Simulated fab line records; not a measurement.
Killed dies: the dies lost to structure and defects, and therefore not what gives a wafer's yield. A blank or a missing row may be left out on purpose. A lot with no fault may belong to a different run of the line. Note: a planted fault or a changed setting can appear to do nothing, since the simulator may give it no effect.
Which tool did it?    flow sky130    36 wafers sampled from 12 lots at 1 step of a route of 708

== WHAT EACH GAUGE READ, for each wafer ==
SKY_NWELL_THK_MEAS_02.
lot   measured     on             NWELL_OXIDATION_THK (nm)
L075  day 2 17:47  film_metro-04  10.22 10.37 10.27
L077  day 3 19:08  film_metro-02  10.14 10.23 10.14
L079  day 4 00:43  film_metro-02  9.82 10.09 10.00
L080  day 4 09:09  film_metro-02  9.95 9.65 9.64
L083  day 4 23:46  film_metro-02  9.76 9.56 9.50
L085  day 5 00:30  film_metro-02  9.98 9.93 9.97
L088  day 5 20:13  film_metro-01  9.94 10.08 9.83
L089  day 6 02:23  film_metro-01  10.14 10.20 10.07
L091  day 6 07:43  film_metro-01  10.07 10.00 10.11
L093  day 6 17:42  film_metro-04  9.82 9.88 9.97
L095  day 7 04:02  film_metro-02  9.82 9.84 9.74
L097  day 7 12:23  film_metro-04  9.93 10.13 10.09

== WHAT TOOL EACH LOT RAN ON (gives the tool, then ch and the chambers of the sampled wafers, and finally the start) ==
Record: no process step prior to these readings.

== THE ANSWER, worked out from the rows above alone ==
Rule: usual is defined by the lots themselves. Put in order of their means at a reading, lots are off if they are a third of the lots or fewer, leave a main group of 4 or more, and stand apart from it by a gap of 3 or more times the standard deviation of the main group's means; of several such gaps the widest counts. A main group is skipped when, at the precision printed for the reading in the tables above, its means are all equal. A lot without any number at a reading at which 4 lots or more have one is off too. Any other lot the step has rows for is counted as sound.
No lot is off at any reading shown: from this, nothing can be told.

== WHAT WAS PUT IN BY THE SIMULATOR ==
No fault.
